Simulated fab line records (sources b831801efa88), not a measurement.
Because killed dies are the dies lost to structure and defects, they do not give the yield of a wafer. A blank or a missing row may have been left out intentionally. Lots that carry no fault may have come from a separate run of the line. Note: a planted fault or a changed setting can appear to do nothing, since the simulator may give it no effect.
Chamber matching / flow sky130 / SKY_VIA4_ETCH_12 on rie diel-02: 4 sister chambers
The step etches SiO2 in C4F8/O2/Ar, stops on TiN, target depth 580 nm. 8 wafers are shown with their chamber, then 7 later ones without.

WAFERS PAIRED WITH THEIR CHAMBERS
wafer=L344.1; chamber=1; oes product au (a.u.)=0.927
wafer=L344.6; chamber=3; oes product au (a.u.)=0.929
wafer=L346.2; chamber=1; oes product au (a.u.)=0.920
wafer=L346.5; chamber=0; oes product au (a.u.)=0.925
wafer=L351.5; chamber=2; oes product au (a.u.)=0.934
wafer=L351.6; chamber=3; oes product au (a.u.)=0.928
wafer=L353.2; chamber=0; oes product au (a.u.)=0.927
wafer=L353.4; chamber=2; oes product au (a.u.)=0.932

WAFERS MISSING THEIR CHAMBER
wafer=L353.5; oes product au (a.u.)=0.929
wafer=L359.2; oes product au (a.u.)=0.934
wafer=L359.5; oes product au (a.u.)=0.934
wafer=L359.6; oes product au (a.u.)=0.934
wafer=L360.1; oes product au (a.u.)=0.921
wafer=L360.4; oes product au (a.u.)=0.924
wafer=L360.6; oes product au (a.u.)=0.924

EACH ONE'S CHAMBER
wafer=L353.5; from the rows above=can't be placed: 3 or 0 or 2 or 1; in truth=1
wafer=L359.2; from the rows above=can't be placed: 2 or 3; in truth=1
wafer=L359.5; from the rows above=can't be placed: 2 or 3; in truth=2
wafer=L359.6; from the rows above=can't be placed: 2 or 3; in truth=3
wafer=L360.1; from the rows above=can't be placed: 1 or 0 or 3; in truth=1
wafer=L360.4; from the rows above=can't be placed: 1 or 0 or 3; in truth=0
wafer=L360.6; from the rows above=can't be placed: 1 or 0 or 3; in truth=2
Placed correctly: 0 of 7. Cannot be placed on the basis of these rows: 7; the candidates contain the true chamber in 5. Wrongly placed: 0.
How it was worked out, from the rows above alone: a wafer's distance from a chamber is the root of the sum, over the readings, of the square of ((its reading less the chamber's mean) divided by the reading's scatter). The wafer belongs to the nearest chamber; if the next one is less than 2 further off, it can't be placed. For every chamber, the mean is computed from those of its wafers that are shown. The scatter is the square root of a quotient: the sum, over the shown wafers, of each reading's squared deviation from its chamber's mean, divided by wafers minus chambers.
